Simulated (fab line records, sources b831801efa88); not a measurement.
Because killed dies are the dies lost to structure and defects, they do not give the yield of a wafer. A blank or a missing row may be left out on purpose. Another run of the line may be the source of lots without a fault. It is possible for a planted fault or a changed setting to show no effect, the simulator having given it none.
The same fault as seen by 2 desks || flow sky130 || every desk sees just its own numbers, and what lay behind them comes last

== FOR THE TOOL OWNER'S DESK: implanter-04 ==
For each lot that ran on this tool, the mean over its sampled wafers that have a number, from the tool's own readings at SKY_NWELL_IMPLANT_13. A lot is out of limits, marked OUT, if its mean lies more than 4 standard deviations from the usual mean; the brackets give that distance.
Columns: A = dose_ions_cm2 at SKY_NWELL_IMPLANT_13, usual 7.001e+11; B = faraday_current_uA at SKY_NWELL_IMPLANT_13, usual 3.95
{"lot": "L501", "first seen here": "day 5 06:27", "A": 7.002e+11, "B": 3.95}
{"lot": "L503", "first seen here": "day 5 23:58", "A": 6.998e+11, "B": 4.07}
{"lot": "L511", "first seen here": "day 7 17:39", "A": "2.972e+11 (-99 or more) OUT", "B": "1.66 (-29) OUT"}
{"lot": "L512", "first seen here": "day 7 21:33", "A": "2.963e+11 (-99 or more) OUT", "B": "1.66 (-29) OUT"}
Finding of this desk: L511, L512 out of limits; the first was L511 at day 7 17:39, on dose_ions_cm2 at SKY_NWELL_IMPLANT_13. L501, L503: within limits.

== FROM THE METROLOGY DESK ==
What the gauges read for every lot (on any tool): the sampled wafers with a number, averaged. A lot is out of limits, marked OUT, if its mean lies more than 4 standard deviations from the usual mean; the brackets give that distance.
Columns: A = NWELL_RS at SKY_NWELL_RS_MEAS_29, usual 625.2 ohm/sq; B = METAL1_ALCU_RS at SKY_METAL1_RS_MEAS_05, usual 0.1210 ohm/sq
{"lot": "L500", "first seen here": "day 5 21:45", "A": 625.2, "B": 0.1228}
{"lot": "L501", "first seen here": "day 6 01:20", "A": 624.2, "B": 0.1204}
{"lot": "L502", "first seen here": "day 6 11:17", "A": 625.8, "B": 0.1204}
{"lot": "L503", "first seen here": "day 6 19:04", "A": 625.5, "B": 0.1200}
{"lot": "L509", "first seen here": "day 8 01:12", "A": 623.3, "B": 0.1214}
{"lot": "L511", "first seen here": "day 8 14:33", "A": "638.6 (+9.6) OUT", "B": 0.1194}
{"lot": "L512", "first seen here": "day 8 18:48", "A": "639.7 (+10) OUT", "B": 0.1211}
{"lot": "L513", "first seen here": "day 8 22:05", "A": 623.0, "B": 0.1198}
{"lot": "L515", "first seen here": "day 10 08:59", "A": 624.7, "B": 0.1232}
{"lot": "L516", "first seen here": "day 10 16:57", "A": 625.3, "B": 0.1232}
{"lot": "L518", "first seen here": "day 10 21:44", "A": 624.2, "B": 0.1203}
{"lot": "L521", "first seen here": "day 11 09:43", "A": 626.8, "B": 0.1223}
This desk's finding: out of limits on L511, L512; first on L511, day 8 14:33 (NWELL_RS at SKY_NWELL_RS_MEAS_29). L500, L501, L502, L503, L509, L513, L515, L516, L518, L521: within limits.

== BROUGHT TOGETHER ==
At day 7 17:39, on L511, L512, the tool owner's desk was in a position to raise an alarm.
At day 8 14:33 the metrology desk could have sounded an alarm, on L511, L512.
Of the lots named, all ran SKY_NWELL_IMPLANT_13 on implanter-04.

== WHAT THE SIMULATOR HAD INSERTED ==
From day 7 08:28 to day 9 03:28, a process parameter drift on implanter-04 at SKY_NWELL_IMPLANT_13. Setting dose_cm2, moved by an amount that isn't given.
Shown lots that were struck: L511, L512.
Time in hours from fault onset to the first out-of-limits reading at each desk: tool owner's desk 9, metrology desk 30.
